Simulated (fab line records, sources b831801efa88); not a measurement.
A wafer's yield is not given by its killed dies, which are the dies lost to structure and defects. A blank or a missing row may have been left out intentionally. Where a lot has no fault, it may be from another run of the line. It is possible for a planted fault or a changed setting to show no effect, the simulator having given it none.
fab line records	flow sky130
record lots=13	wafers=39	last-day=50
route steps=708 shown GATE_OXIDE@201 LDD_N@244 LDD_P@265 PAD_OPEN@708
lots that met no fault: from a run of the same line without faults
start-h: the number of hours between the record's first day and the start of the first shown wafer of the lot	wait-h: hours since the lot's step before	" repeats the value in the row above	L1.1+2: a row that stands for several wafers	- no value present, or no start provided	* or withheld: withheld	< > ~ a bound
route shown NAME@n: names a module that has steps shown in the file, with the first one's number in the route	usual: mean/standard deviation taken from wafers without a fault	same: alike in all rows	chamber/n: place in a boat	sites: readings site by site	_std_site: standard deviation across them	_edge_site: mean of outer sites minus mean of inner sites	radius-mm: for every site, how far away it sits from the centre of the wafer	mask NAME#n: copy n	behind: the tool/chamber that last shaped the wafer	hold: cause of the lot's hold/its duration in hours/its outcome	device: names the non-switching transistor (n, p or np)	end of line: tests of these same wafers at the route's end	a step with no rows: only its recipe	killed: not the wafer's yield, but the dies lost to structure and defects at the first sort	map: a wafer's dies, x killed, . not, _ none there
set.NAME: the setting that was run; set.NAME@STEP: the one run at that earlier step	model.NAME: the simulator's own value behind a step, which no gauge read
the route's steps for a sample of lots (tables are steps, rows are wafers)
services: when a tool's chamber went out of use (start-h, in hours from the record's first day, below 0 if earlier), for how many hours, and the reason
## steps
# step SKY_GATE_OXIDE_TW_MEAS_14
# usual GATE_OXIDE_TW=223.7/1.7
lot.wafer	tool	chamber	start-h	wait-h	GATE_OXIDE_TW
L383.2	film-metro-01	-	312.79	0.1	226.1
L383.4	"	-	"	"	225.0
L383.5	"	-	"	"	225.5
L385.1	film-metro-02	-	327.15	0.1	220.5
L385.3	"	-	"	"	221.7
L385.5	"	-	"	"	222.7
L386.1	film-metro-04	-	331.88	0.1	223.1
L386.4	"	-	"	"	223.9
L386.6	"	-	"	"	222.3
L387.2	film-metro-02	-	345.59	0.1	222.1
L387.3	"	-	"	"	222.2
L387.4	"	-	"	"	222.5
L388.1	film-metro-04	-	356.75	0.1	221.6
L388.3	"	-	"	"	221.5
L388.5	"	-	"	"	223.0
L390.1	film-metro-04	-	379.40	0.1	222.7
L390.4	"	-	"	"	223.5
L390.6	"	-	"	"	224.0
L393.2	film-metro-01	-	403.85	0.1	226.4
L393.4	"	-	"	"	226.1
L393.6	"	-	"	"	226.3
L396.1	film-metro-04	-	417.85	0.1	224.3
L396.5	"	-	"	"	223.8
L396.6	"	-	"	"	224.5
L398.1	film-metro-01	-	444.80	0.1	225.5
L398.2	"	-	"	"	225.1
L398.3	"	-	"	"	225.3
L401.4	film-metro-01	-	463.21	0.1	225.9
L401.5	"	-	"	"	225.0
L401.6	"	-	"	"	226.0
L403.1	film-metro-01	-	478.68	0.1	224.8
L403.4	"	-	"	"	224.3
L403.5	"	-	"	"	223.8
L404.1	film-metro-01	-	488.08	0.1	226.1
L404.4	"	-	"	"	225.4
L404.6	"	-	"	"	225.2
L406.1	film-metro-01	-	501.60	0.1	226.0
L406.3	"	-	"	"	226.7
L406.6	"	-	"	"	225.7
# step SKY_LDD_N_OVL_MEAS_07
# usual LDD_N_OVL=0.5/1.4
lot.wafer	tool	chamber	start-h	wait-h	LDD_N_OVL[nm]
L383.2	overlay-01	-	407.39	0.1	0.9
L383.4	"	-	"	"	0.8
L383.5	"	-	"	"	1.5
L385.1	overlay-02	-	422.34	0.1	1.9
L385.3	"	-	"	"	-0.2
L385.5	"	-	"	"	0.8
L386.1	overlay-02	-	426.74	0.1	0.3
L386.4	"	-	"	"	-0.3
L386.6	"	-	"	"	0.3
L387.2	overlay-02	-	445.07	0.1	-2.6
L387.3	"	-	"	"	-2.1
L387.4	"	-	"	"	-3.7
L388.1	overlay-02	-	455.01	0.1	-1.8
L388.3	"	-	"	"	-2.8
L388.5	"	-	"	"	0.2
L390.1	overlay-02	-	475.11	0.1	1.4
L390.4	"	-	"	"	1.0
L390.6	"	-	"	"	0.0
L393.2	overlay-02	-	503.32	0.1	2.0
L393.4	"	-	"	"	2.1
L393.6	"	-	"	"	2.3
L396.1	overlay-01	-	518.04	0.1	0.1
L396.5	"	-	"	"	2.3
L396.6	"	-	"	"	2.2
L398.1	overlay-01	-	541.65	0.1	0.7
L398.2	"	-	"	"	1.7
L398.3	"	-	"	"	0.5
L401.4	overlay-02	-	564.13	0.1	2.3
L401.5	"	-	"	"	1.0
L401.6	"	-	"	"	1.1
L403.1	overlay-01	-	575.39	0.1	1.5
L403.4	"	-	"	"	3.8
L403.5	"	-	"	"	3.9
L404.1	overlay-01	-	584.19	0.1	0.6
L404.4	"	-	"	"	-0.9
L404.6	"	-	"	"	-0.8
L406.1	overlay-02	-	597.09	0.1	0.3
L406.3	"	-	"	"	1.1
L406.6	"	-	"	"	-0.2
# step SKY_LDD_N_IMPLANT_09
# recipe species=As	energy-kev=20	dose-cm2=7.5e+13	tilt-deg=withheld	rotation-deg=113
# usual beam-on-s=10.00/0.22	dose-ions-cm2=7.499e+13/8.3e+10	faraday-current-uA=423/9.4	rotation-deg=113.00/0.026
lot.wafer	tool	chamber	start-h	wait-h	beam-on-s	dose-ions-cm2	faraday-current-uA	rotation-deg
L383.2	implanter-03	0	407.60	0.1	9.94	7.492e+13	426	112.96
L383.4	"	0	"	"	9.64	7.491e+13	440	112.97
L383.5	"	0	"	"	10.12	7.486e+13	418	113.01
L385.1	implanter-01	0	422.52	0.1	10.21	7.491e+13	413	113.00
L385.3	"	0	"	"	9.81	7.496e+13	430	113.02
L385.5	"	0	"	"	9.63	7.5e+13	438	112.97
L386.1	implanter-01	0	426.92	0.1	10.15	7.494e+13	416	113.05
L386.4	"	0	"	"	10.02	7.513e+13	419	113.03
L386.6	"	0	"	"	9.90	7.504e+13	428	113.03
L387.2	implanter-04	0	445.27	0.1	9.96	7.5e+13	425	112.99
L387.3	"	0	"	"	9.88	7.482e+13	427	112.97
L387.4	"	0	"	"	10.16	7.493e+13	416	113.00
L388.1	implanter-04	0	455.20	0.1	9.83	7.509e+13	430	113.04
L388.3	"	0	"	"	9.78	7.508e+13	432	112.97
L388.5	"	0	"	"	10.19	7.49e+13	413	113.01
L390.1	implanter-03	0	475.30	0.1	10.03	7.499e+13	422	112.96
L390.4	"	0	"	"	9.87	7.496e+13	428	112.96
L390.6	"	0	"	"	10.02	7.503e+13	421	112.98
L393.2	implanter-01	0	503.52	0.1	9.92	7.506e+13	426	112.99
L393.4	"	0	"	"	10.20	7.502e+13	414	113.01
L393.6	"	0	"	"	9.78	7.497e+13	435	113.01
L396.1	implanter-03	0	518.22	0.1	10.06	7.502e+13	419	113.00
L396.5	"	0	"	"	9.49	7.498e+13	442	113.01
L396.6	"	0	"	"	9.90	7.497e+13	424	113.02
L398.1	implanter-04	0	541.84	0.1	10.50	7.493e+13	401	113.00
L398.2	"	0	"	"	9.81	7.495e+13	433	112.99
L398.3	"	0	"	"	9.84	7.504e+13	430	112.98
L401.4	implanter-01	0	564.37	0.1	9.83	7.496e+13	429	113.02
L401.5	"	0	"	"	10.16	7.506e+13	414	113.03
L401.6	"	0	"	"	10.03	7.491e+13	422	113.05
L403.1	implanter-04	0	575.57	0.1	10.66	9.162e+13	484	113.06
L403.4	"	0	"	"	10.91	9.146e+13	470	113.02
L403.5	"	0	"	"	10.83	9.149e+13	476	113.00
L404.1	implanter-04	0	584.37	0.1	10.46	9.152e+13	490	112.97
L404.4	"	0	"	"	10.87	9.15e+13	475	113.01
L404.6	"	0	"	"	11.11	9.137e+13	463	113.01
L406.1	implanter-03	0	597.27	0.1	9.97	7.493e+13	422	113.02
L406.3	"	0	"	"	9.76	7.512e+13	433	113.01
L406.6	"	0	"	"	10.00	7.509e+13	423	112.98
# step SKY_LDD_P_STRIP_10
# recipe chemistry=O2/N2	power-w=1400	pressure-mtorr=1500	platen-temp-c=withheld	o2-flow-sccm=3000	n2-flow-sccm=300	overash-fraction=0.5
# usual drypump-motor-current-A=5.98/0.27	oes-product-au=0.716/0.0041	strip-time-to-endpoint-s=14.16/0.033
# same overash-fraction=0.5
lot.wafer	tool	chamber	start-h	wait-h	drypump-motor-current-A	oes-product-au	rf-hours-counter-h	strip-time-to-endpoint-s
L383.2	plasma-asher-02	1	438.81	0.1	6.26	0.720	1	14.21
L383.4	"	1	"	"	6.25	0.723	-	14.14
L383.5	"	1	"	"	6.26	0.712	-	14.16
L385.1	plasma-asher-02	1	454.07	0.1	6.26	0.715	2	14.17
L385.3	"	0	"	"	5.72	0.721	-	14.16
L385.5	"	0	"	"	5.72	0.716	-	14.13
L386.1	plasma-asher-04	0	459.07	0.1	5.96	0.713	33	14.18
L386.4	"	0	"	"	5.97	0.716	-	14.18
L386.6	"	1	"	"	6.45	0.721	-	14.23
L387.2	plasma-asher-01	1	475.86	0.1	5.67	0.720	80	14.17
L387.3	"	1	"	"	5.70	0.711	-	14.18
L387.4	"	0	"	"	5.92	0.722	-	14.19
L388.1	plasma-asher-01	1	487.07	0.1	5.66	0.719	81	14.15
L388.3	"	0	"	"	5.92	0.715	-	14.13
L388.5	"	1	"	"	5.66	0.714	-	14.09
L390.1	plasma-asher-01	0	507.77	0.1	5.92	0.721	84	14.12
L390.4	"	1	"	"	5.67	0.719	-	14.18
L390.6	"	0	"	"	5.91	0.711	-	14.18
L393.2	plasma-asher-04	0	535.81	0.1	5.93	0.717	41	14.11
L393.4	"	0	"	"	5.93	0.716	-	14.12
L393.6	"	0	"	"	5.89	0.717	-	14.12
L396.1	plasma-asher-01	1	549.49	0.1	5.69	0.717	88	14.17
L396.5	"	0	"	"	5.93	0.716	-	14.14
L396.6	"	1	"	"	5.70	0.713	-	14.15
L398.1	plasma-asher-01	1	572.67	0.1	5.70	0.727	90	14.11
L398.2	"	0	"	"	5.93	0.722	90	14.13
L398.3	"	0	"	"	5.94	0.713	-	14.13
L401.4	plasma-asher-01	1	595.20	0.1	5.67	0.719	-	14.21
L401.5	"	1	"	"	5.68	0.718	-	14.17
L401.6	"	0	"	"	5.93	0.711	-	14.17
L403.1	plasma-asher-02	1	605.19	0.1	6.27	0.714	17	14.13
L403.4	"	0	"	"	5.75	0.710	-	14.13
L403.5	"	0	"	"	5.74	0.716	-	14.15
L404.1	plasma-asher-01	0	613.52	0.1	5.92	0.710	95	14.13
L404.4	"	0	"	"	5.91	0.719	-	14.15
L404.6	"	1	"	"	5.65	0.713	-	14.10
L406.1	plasma-asher-02	0	627.54	0.1	5.75	0.713	19	14.12
L406.3	"	0	"	"	5.73	0.717	-	14.20
L406.6	"	1	"	"	6.26	0.713	-	14.14
# step SKY_PAD_OPEN_PROBE_99
# usual killed_at_M0_to_M3=43/6.3	killed_at_M4_up=3.0/1.6	killed-at-contacts=25/5	killed-at-front-end=15/4.4	killed-at-other=0.3/0.8	killed-dies=85/8.7	killed-open=47/6.9	killed-short=38/6.3
# same gross-dies=492	killed-at-back-side=0
lot.wafer	tool	chamber	start-h	wait-h	killed_at_M0_to_M3	killed_at_M4_up	killed-at-contacts	killed-at-front-end	killed-at-other	killed-dies	killed-open	killed-short
L383.2	prober-01	-	1077.99	0.1	30	3	24	11	0	68	34	34
L383.4	prober-01	-	1078.09	0.2	33	2	27	15	0	77	44	33
L383.5	prober-01	-	1078.14	0.2	38	0	28	19	1	86	49	37
L385.1	prober-01	-	1090.81	0.1	37	3	33	12	0	85	46	39
L385.3	prober-01	-	1090.91	0.2	41	3	23	12	0	79	41	38
L385.5	prober-01	-	1091.01	0.2	45	5	17	12	0	79	46	33
L386.1	prober-02	-	1093.67	0.1	51	4	21	15	1	92	52	40
L386.4	prober-02	-	1093.82	0.2	44	1	27	14	0	86	50	36
L386.6	prober-02	-	1093.92	0.2	28	1	24	19	0	72	45	27
L387.2	prober-01	-	1101.13	0.1	52	5	24	16	1	98	51	47
L387.3	prober-01	-	1101.18	0.2	51	5	17	24	0	97	46	51
L387.4	prober-01	-	1101.23	0.2	35	3	27	20	0	85	42	43
L388.1	prober-02	-	1113.78	0.1	51	2	31	12	1	97	62	35
L388.3	prober-02	-	1113.88	0.2	38	4	27	16	1	86	49	37
L388.5	prober-02	-	1113.98	0.2	41	3	34	8	0	86	46	40
L390.1	prober-01	-	1129.24	0.1	34	0	31	17	1	83	36	47
L390.4	prober-01	-	1129.39	0.2	44	3	24	14	1	86	47	31
L390.6	prober-01	-	1129.49	0.2	48	1	29	18	0	96	57	37
L393.2	prober-02	-	1142.86	0.1	37	7	36	16	1	97	58	39
L393.4	prober-02	-	1142.96	0.2	35	2	24	22	3	86	55	29
L393.6	prober-02	-	1143.06	0.2	45	1	30	10	1	87	49	38
L396.1	prober-02	-	1154.09	0.1	55	4	19	14	0	92	46	46
L396.5	prober-02	-	1154.29	0.2	43	0	27	15	0	85	45	40
L396.6	prober-02	-	1154.34	0.2	49	1	22	18	0	90	51	39
L398.1	prober-01	-	1167.78	0.1	27	1	22	17	0	67	31	36
L398.2	prober-01	-	1167.83	0.1	50	4	23	18	0	95	50	45
L398.3	prober-01	-	1167.88	0.2	42	4	32	10	0	88	48	40
L401.4	prober-01	-	1179.51	0.2	37	1	27	14	1	80	48	32
L401.5	prober-01	-	1179.56	0.2	38	3	34	11	0	86	49	37
L401.6	prober-01	-	1179.61	0.2	45	3	23	17	0	88	49	39
L406.1	prober-02	-	1196.58	0.1	41	3	28	13	0	85	40	45
L406.3	prober-02	-	1196.68	0.2	35	1	23	19	0	78	46	32
L406.6	prober-02	-	1196.83	0.2	43	2	26	9	0	80	41	39
L404.1	prober-01	-	1199.55	0.1	40	3	22	11	1	77	40	37
L404.4	prober-01	-	1199.70	0.2	41	4	25	10	0	80	51	29
L404.6	prober-01	-	1199.80	0.2	49	4	16	14	0	83	45	38
# killed by level:class
L383.2 CONTACT:geometric-particle:open=10 VIA1:geometric-particle:open=7 LOCAL_INTERCONNECT:geometric-particle:short=6 VIA2:geometric-particle:open=4 VIA3:geometric-particle:open=4 FIELD_ISO:geometric-particle:short=3 LI_CONTACT:geometric-particle:open=3 METAL1:geometric-particle:short=3
L383.4 VIA1:geometric-particle:open=11 CONTACT:geometric-particle:open=8 LI_CONTACT:geometric-particle:open=6 CONTACT:geometric-particle:short=5 VIA2:geometric-particle:open=5 FIELD_ISO:geometric-particle:short=4 FIELD_ISO:geometric-particle:open=4 LOCAL_INTERCONNECT:geometric-particle:short=4
L383.5 CONTACT:geometric-particle:open=14 VIA3:geometric-particle:open=8 METAL1:geometric-particle:short=7 FIELD_ISO:geometric-particle:open=5 POLY_GATE:geometric-particle:short=5 LI_CONTACT:geometric-particle:open=5 VIA2:geometric-particle:open=5 CONTACT:geometric-particle:short=4
L385.1 LI_CONTACT:geometric-particle:open=12 CONTACT:geometric-particle:short=10 VIA1:geometric-particle:open=7 CONTACT:geometric-particle:open=6 VIA2:geometric-particle:open=6 VIA3:geometric-particle:open=6 METAL2:geometric-particle:short=4 VIA3:geometric-particle:short=4
L385.3 VIA1:geometric-particle:open=12 CONTACT:geometric-particle:open=7 METAL2:geometric-particle:short=6 POLY_GATE:geometric-particle:short=5 LI_CONTACT:geometric-particle:open=5 VIA2:geometric-particle:open=5 POLY_GATE:geometric-particle:open=4 LOCAL_INTERCONNECT:geometric-particle:short=4
L385.5 VIA1:geometric-particle:open=13 POLY_GATE:geometric-particle:short=8 VIA3:geometric-particle:open=7 CONTACT:geometric-particle:short=6 LI_CONTACT:geometric-particle:open=5 CONTACT:geometric-particle:open=5 VIA2:geometric-particle:open=5 VIA1:geometric-particle:short=5
L386.1 VIA1:geometric-particle:open=18 CONTACT:geometric-particle:open=8 FIELD_ISO:geometric-particle:open=7 CONTACT:geometric-particle:short=6 METAL1:geometric-particle:short=6 LI_CONTACT:geometric-particle:open=5 METAL2:geometric-particle:short=5 VIA2:geometric-particle:open=5
L386.4 LI_CONTACT:geometric-particle:open=10 VIA2:geometric-particle:open=9 CONTACT:geometric-particle:open=7 METAL2:geometric-particle:short=7 VIA3:geometric-particle:open=6 VIA1:geometric-particle:open=6 FIELD_ISO:geometric-particle:short=5 LI_CONTACT:geometric-particle:short=5
L386.6 CONTACT:geometric-particle:open=7 VIA1:geometric-particle:open=7 LI_CONTACT:geometric-particle:open=6 VIA3:geometric-particle:open=6 FIELD_ISO:geometric-particle:open=5 FIELD_ISO:geometric-particle:short=5 POLY_GATE:geometric-particle:open=4 METAL2:geometric-particle:short=4
L387.2 CONTACT:geometric-particle:open=11 METAL2:geometric-particle:short=10 VIA3:geometric-particle:open=9 FIELD_ISO:geometric-particle:open=8 VIA1:geometric-particle:open=8 VIA1:geometric-particle:short=7 METAL1:geometric-particle:short=5 VIA2:geometric-particle:short=5
L387.3 VIA1:geometric-particle:open=9 VIA3:geometric-particle:open=9 LOCAL_INTERCONNECT:geometric-particle:short=7 FIELD_ISO:geometric-particle:short=6 VIA1:geometric-particle:short=6 METAL2:geometric-particle:short=6 POLY_GATE:geometric-particle:open=5 METAL1:geometric-particle:short=5
L387.4 VIA1:geometric-particle:open=9 LI_CONTACT:geometric-particle:open=7 METAL2:geometric-particle:short=7 FIELD_ISO:geometric-particle:short=6 CONTACT:geometric-particle:open=6 LOCAL_INTERCONNECT:geometric-particle:short=5 VIA3:geometric-particle:open=5 POLY_CUT:geometric-particle:open=4
L388.1 CONTACT:geometric-particle:open=15 VIA1:geometric-particle:open=13 LI_CONTACT:geometric-particle:open=9 METAL2:geometric-particle:short=7 VIA2:geometric-particle:open=6 METAL1:geometric-particle:open=5 METAL1:geometric-particle:short=5 FIELD_ISO:geometric-particle:short=4
L388.3 VIA1:geometric-particle:open=11 CONTACT:geometric-particle:open=9 VIA3:geometric-particle:open=8 LI_CONTACT:geometric-particle:open=6 FIELD_ISO:geometric-particle:short=5 VIA2:geometric-particle:open=5 LOCAL_INTERCONNECT:geometric-particle:short=5 CONTACT:geometric-particle:short=5
L388.5 CONTACT:geometric-particle:open=13 VIA1:geometric-particle:open=11 VIA1:geometric-particle:short=7 METAL1:geometric-particle:short=7 VIA3:geometric-particle:open=7 LI_CONTACT:geometric-particle:short=6 CONTACT:geometric-particle:short=6 LI_CONTACT:geometric-particle:open=5
L390.1 CONTACT:geometric-particle:open=8 LI_CONTACT:geometric-particle:open=7 LOCAL_INTERCONNECT:geometric-particle:short=7 FIELD_ISO:geometric-particle:short=6 VIA1:geometric-particle:short=6 METAL1:geometric-particle:short=6 VIA1:geometric-particle:open=6 LI_CONTACT:geometric-particle:short=5
L390.4 VIA1:geometric-particle:open=14 LI_CONTACT:geometric-particle:open=9 VIA1:area-etch=8 CONTACT:geometric-particle:short=6 METAL1:geometric-particle:short=6 FIELD_ISO:geometric-particle:open=5 VIA3:geometric-particle:open=5 CONTACT:geometric-particle:open=5
L390.6 CONTACT:geometric-particle:open=11 LI_CONTACT:geometric-particle:open=8 METAL1:geometric-particle:short=8 VIA2:geometric-particle:open=8 VIA1:geometric-particle:open=7 VIA3:geometric-particle:open=7 FIELD_ISO:geometric-particle:open=6 LOCAL_INTERCONNECT:geometric-particle:short=4
L393.2 CONTACT:geometric-particle:open=14 LI_CONTACT:geometric-particle:open=11 VIA3:geometric-particle:open=7 VIA2:geometric-particle:open=6 METAL3:geometric-particle:short=5 LOCAL_INTERCONNECT:geometric-particle:short=4 VIA1:geometric-particle:open=4 METAL1:geometric-particle:short=4
L393.4 VIA3:geometric-particle:open=10 VIA1:geometric-particle:open=9 POLY_GATE:geometric-particle:open=7 LOCAL_INTERCONNECT:geometric-particle:short=7 CONTACT:geometric-particle:open=6 LI_CONTACT:geometric-particle:open=6 FIELD_ISO:geometric-particle:open=5 POLY_GATE:geometric-particle:short=5
L393.6 CONTACT:geometric-particle:open=9 CONTACT:geometric-particle:short=8 VIA2:geometric-particle:open=8 LI_CONTACT:geometric-particle:open=7 VIA1:geometric-particle:open=7 VIA3:geometric-particle:short=7 VIA3:geometric-particle:open=6 POLY_GATE:geometric-particle:open=5
L396.1 VIA1:geometric-particle:open=12 METAL1:geometric-particle:short=9 CONTACT:geometric-particle:open=7 VIA3:geometric-particle:open=6 VIA3:geometric-particle:short=6 LI_CONTACT:geometric-particle:open=4 VIA1:geometric-particle:short=4 VIA2:geometric-particle:short=4
L396.5 VIA1:geometric-particle:open=11 CONTACT:geometric-particle:open=8 LOCAL_INTERCONNECT:geometric-particle:short=7 VIA3:geometric-particle:open=6 POLY_GATE:geometric-particle:open=5 METAL2:geometric-particle:short=5 METAL1:geometric-particle:short=4 LI_CONTACT:geometric-particle:open=4
L396.6 VIA2:geometric-particle:open=14 VIA1:geometric-particle:open=10 CONTACT:geometric-particle:open=9 VIA1:geometric-particle:short=8 CONTACT:geometric-particle:short=7 FIELD_ISO:geometric-particle:short=6 FIELD_ISO:geometric-particle:open=5 POLY_GATE:geometric-particle:open=4
L398.1 FIELD_ISO:geometric-particle:short=7 CONTACT:geometric-particle:open=7 LI_CONTACT:geometric-particle:open=6 VIA3:geometric-particle:short=5 FIELD_ISO:geometric-particle:open=4 LI_CONTACT:geometric-particle:short=4 VIA1:geometric-particle:short=4 VIA2:geometric-particle:open=4
L398.2 VIA1:geometric-particle:open=13 VIA3:geometric-particle:open=11 CONTACT:geometric-particle:open=9 LOCAL_INTERCONNECT:geometric-particle:short=6 VIA1:geometric-particle:short=5 METAL1:geometric-particle:short=5 POLY_GATE:geometric-particle:short=4 METAL4:geometric-particle:short=4
L398.3 LI_CONTACT:geometric-particle:open=14 VIA1:geometric-particle:open=11 CONTACT:geometric-particle:open=7 METAL2:geometric-particle:short=7 VIA1:geometric-particle:short=5 FIELD_ISO:geometric-particle:open=4 VIA3:geometric-particle:open=4 CONTACT:geometric-particle:short=4
L401.4 LI_CONTACT:geometric-particle:open=11 VIA1:geometric-particle:open=10 CONTACT:geometric-particle:short=6 VIA1:geometric-particle:short=6 VIA2:geometric-particle:open=5 CONTACT:geometric-particle:open=5 FIELD_ISO:geometric-particle:open=4 METAL1:geometric-particle:short=4
L401.5 CONTACT:geometric-particle:open=10 CONTACT:geometric-particle:short=10 VIA2:geometric-particle:open=7 VIA3:geometric-particle:open=7 LI_CONTACT:geometric-particle:open=6 VIA1:geometric-particle:open=6 POLY_GATE:geometric-particle:open=4 LOCAL_INTERCONNECT:geometric-particle:short=4
L401.6 VIA2:geometric-particle:open=12 LI_CONTACT:geometric-particle:open=7 CONTACT:geometric-particle:open=7 VIA3:geometric-particle:open=7 VIA1:geometric-particle:open=6 FIELD_ISO:geometric-particle:short=5 LOCAL_INTERCONNECT:geometric-particle:short=5 METAL1:geometric-particle:short=5
L406.1 CONTACT:geometric-particle:open=9 LOCAL_INTERCONNECT:geometric-particle:short=9 VIA1:geometric-particle:open=9 VIA3:geometric-particle:open=8 LI_CONTACT:geometric-particle:open=5 METAL3:geometric-particle:short=5 VIA3:geometric-particle:short=5 POLY_GATE:geometric-particle:open=4
L406.3 LI_CONTACT:geometric-particle:open=10 POLY_GATE:geometric-particle:open=8 CONTACT:geometric-particle:open=6 VIA3:geometric-particle:open=6 VIA1:geometric-particle:open=6 POLY_GATE:geometric-particle:short=5 METAL1:geometric-particle:short=5 METAL2:geometric-particle:short=5
L406.6 CONTACT:geometric-particle:open=9 VIA2:geometric-particle:open=7 VIA1:geometric-particle:open=7 LI_CONTACT:geometric-particle:open=7 METAL2:geometric-particle:short=7 LOCAL_INTERCONNECT:geometric-particle:short=5 METAL1:geometric-particle:short=4 METAL3:geometric-particle:short=4
L404.1 CONTACT:geometric-particle:open=12 METAL2:geometric-particle:short=8 VIA3:geometric-particle:open=7 VIA3:geometric-particle:short=6 LI_CONTACT:geometric-particle:open=5 METAL3:geometric-particle:short=5 CONTACT:geometric-particle:short=4 VIA1:geometric-particle:short=4
L404.4 CONTACT:geometric-particle:open=10 LI_CONTACT:geometric-particle:open=9 VIA1:geometric-particle:open=7 METAL1:geometric-particle:short=6 VIA2:geometric-particle:open=5 VIA3:geometric-particle:open=5 METAL2:geometric-particle:open=4 VIA3:geometric-particle:short=4
L404.6 VIA1:geometric-particle:open=10 VIA2:geometric-particle:open=9 VIA3:geometric-particle:open=7 CONTACT:geometric-particle:open=6 METAL2:geometric-particle:short=6 FIELD_ISO:geometric-particle:short=5 LI_CONTACT:geometric-particle:short=4 VIA3:geometric-particle:short=4
## services
tool	chamber	start-h	hours	kind
implanter-04	-	399.97	9.5	repair
implanter-03	-	401.86	3.4	repair
plasma-asher-02	-	421.25	9.0	pm
plasma-asher-02	0	421.25	9.0	vent-cycle
plasma-asher-02	1	421.25	9.0	vent-cycle
plasma-asher-02	0	430.25	-	clean
plasma-asher-02	1	430.25	-	clean
implanter-04	-	443.29	1.8	repair
implanter-03	-	443.98	4.0	pm
plasma-asher-02	-	476.85	0.5	repair
plasma-asher-04	-	491.66	2.3	repair
plasma-asher-04	-	502.20	2.8	pm
plasma-asher-02	-	522.21	6.2	repair
implanter-03	-	552.31	1.4	repair
implanter-03	-	570.28	2.0	repair
plasma-asher-04	-	576.71	5.3	repair
implanter-04	-	577.14	1.4	repair
plasma-asher-04	-	581.60	2.7	repair
plasma-asher-04	-	584.80	10.9	repair
implanter-01	-	622.27	0.9	repair
plasma-asher-04	-	623.90	10.2	repair
## key
first-sign step=SKY_LDD_N_IMPLANT_09	reading=dose-ions-cm2	direction=up	sigmas=99+	usual=*	struck=*
effect step=SKY_LDD_N_IMPLANT_09	reading=faraday-current-uA	direction=up	sigmas=5.7	usual=423	struck=476
met-at SKY_LDD_N_IMPLANT_09
struck-lots L403,L404
rows-end L403.1,L403.4,L403.5
tester-left-out L404
not-acting-at SKY_GATE_OXIDE_TW_MEAS_14,SKY_LDD_N_OVL_MEAS_07,SKY_LDD_P_STRIP_10
onset-between 541.84 575.57
fault kind=process-parameter-drift	tool=implanter-04	chamber=-	onset-h=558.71	steps=SKY_LDD_N_IMPLANT_09	channel=dose-cm2	offset=*	shape=step	end-h=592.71	acts-in=*	stated=*
# tester-left-out: of these lots the tester's yield and bins aren't shown, on N5 and GAA mostly nor the transistor test; their killed dies are dies lost to structure and defects alone, not to doping, threshold or leakage, so they don't give the yield
# rows-end: these wafers met a further fault down the route, and their rows from its step on are left out
